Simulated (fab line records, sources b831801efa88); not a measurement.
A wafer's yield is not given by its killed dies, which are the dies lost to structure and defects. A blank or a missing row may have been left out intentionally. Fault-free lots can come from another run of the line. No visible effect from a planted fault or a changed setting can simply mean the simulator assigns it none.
The tool behind it: which one? | flow sky130 | 11 lots with 32 wafers sampled at 3 steps, on a route of 708 steps

## WHAT EACH GAUGE READ, for each wafer
SKY_METAL2_RS_MEAS_05: measurement is done with a four-point probe.
lot  | measured     | on           | METAL2_ALCU_RS (ohm/sq)
L324 | day 33 22:53 | filmMetro-02 | 0.1247 0.1249 0.1241
L326 | day 34 12:46 | filmMetro-04 | 0.1276 0.1270 0.1280
L328 | day 35 04:52 | filmMetro-04 | 0.1263 0.1270 0.1280
L330 | day 36 04:15 | filmMetro-03 | 0.1278 0.1291 0.1284
L331 | day 36 09:53 | filmMetro-03 | 0.1265 0.1250 0.1246
L333 | day 37 02:18 | filmMetro-02 | 0.1253 0.1269 0.1256
L334 | day 37 05:07 | filmMetro-03 | 0.1268 0.1268 0.1264
L343 | day 39 21:06 | filmMetro-02 | 0.1266 0.1267
L345 | day 40 15:38 | filmMetro-03 | 0.1261 0.1255 0.1255
L346 | day 40 21:49 | filmMetro-03 | 0.1274 0.1266 0.1270
L347 | day 41 00:05 | filmMetro-02 | 0.1258 0.1265 0.1269

## WHICH TOOL RAN EACH LOT (tool, then ch and the chambers of the sampled wafers, then the start)
lot  | SKY_METAL1_STRIP_20                 | SKY_METAL2_SPUTTER_00
L324 | plasmaAsher-03 ch 0,1, day 32 16:37 | pvdSputter-01, day 33 22:41
L326 | plasmaAsher-03 ch 0,1, day 33 07:58 | pvdSputter-02, day 34 12:37
L328 | plasmaAsher-03 ch 0,1, day 33 22:35 | pvdSputter-01, day 35 04:42
L330 | plasmaAsher-04 ch 0,1, day 34 22:34 | pvdSputter-01, day 36 04:07
L331 | plasmaAsher-03 ch 0,1, day 35 04:25 | pvdSputter-02, day 36 09:44
L333 | plasmaAsher-04 ch 0,1, day 35 21:46 | pvdSputter-03, day 37 02:10
L334 | plasmaAsher-04 ch 0,1, day 36 00:23 | pvdSputter-01, day 37 04:57
L343 | plasmaAsher-04 ch 0,1, day 38 17:39 | pvdSputter-03, day 39 20:54
L345 | plasmaAsher-04 ch 0,1, day 39 12:05 | pvdSputter-02, day 40 15:26
L346 | plasmaAsher-04 ch 0,1, day 39 19:16 | pvdSputter-02, day 40 21:40
L347 | plasmaAsher-03 ch 0,1, day 39 21:50 | pvdSputter-03, day 40 23:56
- SKY_METAL1_STRIP_20: strips in O2/N2.
- SKY_METAL2_SPUTTER_00: material Ti, target thk 15 nm, time 10 s.

## WHAT THE TOOLS THEMSELVES READ (means of the sampled wafers that have a number; where no wafer has one, the mark that the record gives instead)
SKY_METAL1_STRIP_20.
lot  | tool           | drypumpMotorCurrentA (A) | n2FlowSccm (sccm) | oesProductAu (a.u.) | stripTimeToEndpointS (s)
L324 | plasmaAsher-03 | 6.4                      | 299.6             | 0.345               | 2.711
L326 | plasmaAsher-03 | 6.2                      | 298.8             | 0.344               | 2.705
L328 | plasmaAsher-03 | 6.4                      | 300.0             | 0.345               | 2.682
L330 | plasmaAsher-04 | 5.2                      | 299.5             | 0.346               | 2.746
L331 | plasmaAsher-03 | 6.1                      | 301.1             | 0.342               | 2.698
L333 | plasmaAsher-04 | 5.2                      | 299.5             | 0.343               | 2.731
L334 | plasmaAsher-04 | 5.1                      | 301.3             | 0.346               | 2.746
L343 | plasmaAsher-04 | 5.2                      | 300.1             | 0.343               | 2.721
L345 | plasmaAsher-04 | 5.2                      | 299.6             | 0.342               | 2.711
L346 | plasmaAsher-04 | 5.1                      | 300.0             | 0.344               | 2.696
L347 | plasmaAsher-03 | 6.2                      | 300.1             | 0.345               | 2.679

SKY_METAL2_SPUTTER_00.
lot  | tool          | throttleValvePct (%)
L324 | pvdSputter-01 | 30.2
L326 | pvdSputter-02 | 29.9
L328 | pvdSputter-01 | 30.0
L330 | pvdSputter-01 | 29.5
L331 | pvdSputter-02 | 29.9
L333 | pvdSputter-03 | 30.2
L334 | pvdSputter-01 | 30.0
L343 | pvdSputter-03 | 29.6
L345 | pvdSputter-02 | 29.5
L346 | pvdSputter-02 | 29.5
L347 | pvdSputter-03 | 30.6

## THE ANSWER, worked out from the rows above alone
Rule: the lots themselves supply what counts as usual. The widest of any qualifying gaps counts: lots, ordered by their means at a reading, are off when they make up no more than a third of the lots, leave a main group of 4 or more, and stand apart from it by 3 or more times the standard deviation of that group's means. If all means in a main group match to the digits the tables above print for the reading, that group is not used. Also off: a lot with no number at a reading for which 4 or more lots have one. Where the step has rows for the other lots, those lots are counted as sound. The gauges are gone through in route order, then the tools' own readings, and for those a lot's mean is taken as printed above. At the first step where some lot is off, the reading lying furthest off is the one used; lots without a number count as furthest.
No lot is off at any reading shown: from this, nothing can be told.

## WHAT THE SIMULATOR HAD INSERTED
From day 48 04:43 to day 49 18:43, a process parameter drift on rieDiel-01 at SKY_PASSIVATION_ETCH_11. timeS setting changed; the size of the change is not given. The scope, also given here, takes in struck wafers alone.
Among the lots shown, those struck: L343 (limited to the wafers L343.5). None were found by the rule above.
